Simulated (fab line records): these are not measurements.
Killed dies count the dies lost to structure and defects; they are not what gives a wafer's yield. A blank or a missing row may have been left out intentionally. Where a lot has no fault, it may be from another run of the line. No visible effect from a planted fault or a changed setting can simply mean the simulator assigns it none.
Which tool did it? | flow gf180mcu | 12 lots, 36 wafers sampled, at 1 step of a route of 602

WHAT THE GAUGES SHOWED, per wafer
GF_M5_OVL_MEAS_08.
lot  | measured     | on         | M5_OVL (nm)
L075 | day 26 15:27 | overlay-02 | 7 3 5
L077 | day 27 04:54 | overlay-01 | 6 10 7
L079 | day 27 12:35 | overlay-01 | 4 1 0
L081 | day 28 06:20 | overlay-01 | 10 5 1
L083 | day 29 02:56 | overlay-02 | 16 19 14
L085 | day 29 16:57 | overlay-01 | 8 2 5
L087 | day 30 07:42 | overlay-01 | 9 12 -1
L089 | day 30 18:20 | overlay-01 | 0 4 4
L091 | day 31 06:23 | overlay-01 | -7 -2 -10
L093 | day 31 17:53 | overlay-02 | -4 -6 -7
L095 | day 32 20:31 | overlay-01 | 2 14 2
L097 | day 33 07:40 | overlay-01 | 4 4 5

TOOL THAT RAN EACH LOT (tool first, then ch and the chambers of the sampled wafers, then the start)
Before these readings, the record contains no process step.

THE ANSWER, worked out from the rows above alone
Rule: the lots themselves supply what counts as usual. The widest of any qualifying gaps counts: lots, ordered by their means at a reading, are off when they make up no more than a third of the lots, leave a main group of 4 or more, and stand apart from it by 3 or more times the standard deviation of that group's means. The tables above print the reading to a certain number of digits; a main group whose means all agree to those digits is not used. A lot without any number at a reading at which 4 lots or more have one is off too. The other lots that the step has rows for count as sound.
Across all readings shown, no lot is off: no conclusion can be drawn from this.

WHAT THE SIMULATOR PUT IN
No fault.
